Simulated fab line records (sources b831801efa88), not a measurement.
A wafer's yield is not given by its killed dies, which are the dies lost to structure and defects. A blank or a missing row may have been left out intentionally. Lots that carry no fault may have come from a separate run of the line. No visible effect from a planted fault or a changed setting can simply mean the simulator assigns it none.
Which tool did it? -- flow gf180mcu -- Sampling: 13 lots, 39 wafers, 5 of 602 route steps

## WHAT THE GAUGES READ, wafer by wafer
GF_POLY_GATE_THK_MEAS_01.
lot,measured,on,POLY_GATE_CVD_00_THK (nm)
L346,day 8 12:14,film_metro-04,199.2 199.9 199.3
L348,day 9 03:34,film_metro-04,198.1 199.0 200.0
L349,day 9 08:37,film_metro-04,200.6 200.1 200.6
L350,day 9 17:53,film_metro-04,200.4 200.3 201.3
L351,day 9 20:41,film_metro-03,200.0 200.9 199.4
L352,day 10 15:53,film_metro-04,201.3 200.9 201.4
L353,day 10 16:06,film_metro-04,200.1 200.0 200.6
L354,day 10 21:04,film_metro-01,201.7 201.5 201.6
L358,day 11 23:51,film_metro-04,270.8 270.6 271.9
L360,day 12 15:41,film_metro-01,273.8 270.9 272.9
L365,day 14 00:58,film_metro-03,201.2 202.4 201.7
L367,day 14 12:07,film_metro-03,197.4 200.2 199.6
L369,day 15 02:01,film_metro-04,197.9 199.7 198.4

GF_POLY_GATE_CD_MEAS_10 targets a cd of 280 nm.
lot,measured,on,cd_nm (nm)
L346,day 9 05:35,cd_sem-02,278.1 279.4 278.9
L348,day 9 20:40,cd_sem-02,278.5 278.9 280.1
L349,day 10 01:58,cd_sem-02,278.7 277.2 277.5
L350,day 10 11:20,cd_sem-01,279.7 279.3 280.9
L351,day 10 15:01,cd_sem-01,280.2 280.6 280.4
L352,day 11 09:53,cd_sem-02,280.3 280.0 281.8
L353,day 11 10:40,cd_sem-02,280.6 280.6 280.1
L354,day 11 15:46,cd_sem-01,279.7 279.3 279.3
L358,day 12 19:05,cd_sem-01,278.8 279.0 278.1
L360,day 13 11:10,cd_sem-01,279.2 278.9 279.5
L365,day 14 20:59,cd_sem-01,281.8 280.2 280.5
L367,day 15 09:11,cd_sem-02,279.9 280.4 279.5
L369,day 15 22:57,cd_sem-01,280.7 280.4 280.5

GF_HV_LDD_OVL_MEAS_32.
lot,measured,on,HV_LDD_02_OVL (nm)
L346,day 11 13:52,overlay-01,0.5 0.7 -0.2
L348,day 12 08:07,overlay-01,-1.7 -2.6 -2.7
L349,day 12 12:21,overlay-01,0.3 0.4 0.4
L350,day 12 21:56,overlay-01,2.4 -0.9 -1.7
L351,day 13 01:58,overlay-02,2.9 0.9 0.9
L352,day 13 23:10,overlay-02,-0.2 -2.5 -2.8
L353,day 13 23:59,overlay-01,0.5 1.1 2.0
L354,day 14 04:37,overlay-02,-0.9 -0.3 0.9
L358,day 15 13:05,overlay-02,0.3 0.9 -0.6
L360,day 16 04:35,overlay-02,1.2 2.6 -0.4
L365,day 17 19:37,overlay-01,-3.5 -3.4 -1.3
L367,day 18 08:13,overlay-01,0.9 1.9 0.2
L369,day 18 23:43,overlay-02,1.9 0.8 2.5

## EACH LOT AND THE TOOL THAT RAN IT (in order: tool; ch and the chambers of the sampled wafers; start)
lot,GF_VT_IMPLANT_STRIP_31,GF_POLY_GATE_CVD_00
L346,"plasma_asher-03 ch 0, day 6 22:47","lpcvd-02 ch 0, day 8 10:54"
L348,"plasma_asher-04 ch 0, day 7 11:04","lpcvd-02 ch 1, day 9 02:13"
L349,"plasma_asher-04 ch 0,1, day 7 16:27","lpcvd-01 ch 0, day 9 07:16"
L350,"plasma_asher-04 ch 0,1, day 7 23:41","lpcvd-02 ch 1, day 9 16:34"
L351,"plasma_asher-01 ch 0,1, day 8 02:52","lpcvd-01 ch 0, day 9 19:21"
L352,"plasma_asher-04 ch 0,1, day 8 21:37","lpcvd-01 ch 0, day 10 14:32"
L353,"plasma_asher-03 ch 0,1, day 8 21:41","lpcvd-02 ch 1, day 10 14:06"
L354,"plasma_asher-01 ch 0,1, day 9 02:22","lpcvd-01 ch 0, day 10 19:44"
L358,"plasma_asher-04 ch 0,1, day 10 04:50","lpcvd-02 ch 0, day 11 22:31"
L360,"plasma_asher-03 ch 0,1, day 10 17:41","lpcvd-02 ch 1, day 12 13:41"
L365,"plasma_asher-03 ch 0,1, day 12 01:10","lpcvd-01 ch 0, day 13 23:38"
L367,"plasma_asher-01 ch 0,1, day 12 14:37","lpcvd-01 ch 0, day 14 10:47"
L369,"plasma_asher-01 ch 0,1, day 13 03:24","lpcvd-02 ch 1, day 15 00:41"
- GF_VT_IMPLANT_STRIP_31: strips in O2/N2.
- GF_POLY_GATE_CVD_00: deposits poly-Si, target thk 200 nm, time 1200 s.

## WHAT THE TOOLS THEMSELVES READ (means of the sampled wafers that have a number; where no wafer has one, the mark that the record gives instead)
GF_VT_IMPLANT_STRIP_31.
lot,tool,drypump_motor_current_A (A),heater_power_w (W),oes_product_au (a.u.),strip_time_to_endpoint_s (s)
L346,plasma_asher-03,5.7,331,0.715,12.59
L348,plasma_asher-04,5.8,353,0.718,12.66
L349,plasma_asher-04,5.7,346,0.710,12.67
L350,plasma_asher-04,5.8,349,0.716,12.64
L351,plasma_asher-01,5.7,300,0.715,12.67
L352,plasma_asher-04,5.7,349,0.717,12.63
L353,plasma_asher-03,5.7,347,0.714,12.67
L354,plasma_asher-01,5.3,294,0.716,12.60
L358,plasma_asher-04,5.7,351,0.720,12.66
L360,plasma_asher-03,5.7,364,0.719,12.66
L365,plasma_asher-03,5.7,348,0.714,12.63
L367,plasma_asher-01,5.3,298,0.716,12.63
L369,plasma_asher-01,5.8,295,0.719,12.67

GF_POLY_GATE_CVD_00.
lot,tool,pressure_mtorr (mTorr),spike_tc_bottom_C (C),zone_power_lower_pct (%)
L346,lpcvd-02,200.2,638.4,8.5
L348,lpcvd-02,200.1,636.5,10.1
L349,lpcvd-01,199.9,641.5,8.6
L350,lpcvd-02,200.1,636.1,10.1
L351,lpcvd-01,199.8,641.7,8.4
L352,lpcvd-01,200.6,640.5,8.5
L353,lpcvd-02,199.9,636.1,10.3
L354,lpcvd-01,199.9,640.9,8.5
L358,lpcvd-02,200.5,640.6,8.5
L360,lpcvd-02,200.4,635.9,10.2
L365,lpcvd-01,199.7,640.9,8.6
L367,lpcvd-01,199.6,643.0,8.4
L369,lpcvd-02,200.2,636.7,10.2

## THE ANSWER, worked out from the rows above alone
Rule: what is usual is taken from the lots themselves. Put in order of their means at a reading, lots are off if they are a third of the lots or fewer, leave a main group of 4 or more, and stand apart from it by a gap of 3 or more times the standard deviation of the main group's means; of several such gaps the widest counts. Not used: any main group whose means are identical at the precision the tables above print for the reading. Also off: a lot with no number at a reading for which 4 or more lots have one. The other lots that the step has rows for count as sound. After the gauges, taken in route order, come the tools' own readings; for these a lot's mean is taken, as printed above. At the first step where some lot is off, the reading lying furthest off is the one used; lots without a number count as furthest.
Off: at GF_POLY_GATE_THK_MEAS_01 (POLY_GATE_CVD_00_THK), L358, L360. For the main group the mean is 200.2 nm and the standard deviation 1.
If a tool, at a process step before that reading, ran all the lots that are off and no sound lot after the first of them, it fits. Those tools and the gauges at GF_POLY_GATE_THK_MEAS_01 are tried in the same way. No candidate that was tried fits.

## WHAT WAS PUT IN BY THE SIMULATOR
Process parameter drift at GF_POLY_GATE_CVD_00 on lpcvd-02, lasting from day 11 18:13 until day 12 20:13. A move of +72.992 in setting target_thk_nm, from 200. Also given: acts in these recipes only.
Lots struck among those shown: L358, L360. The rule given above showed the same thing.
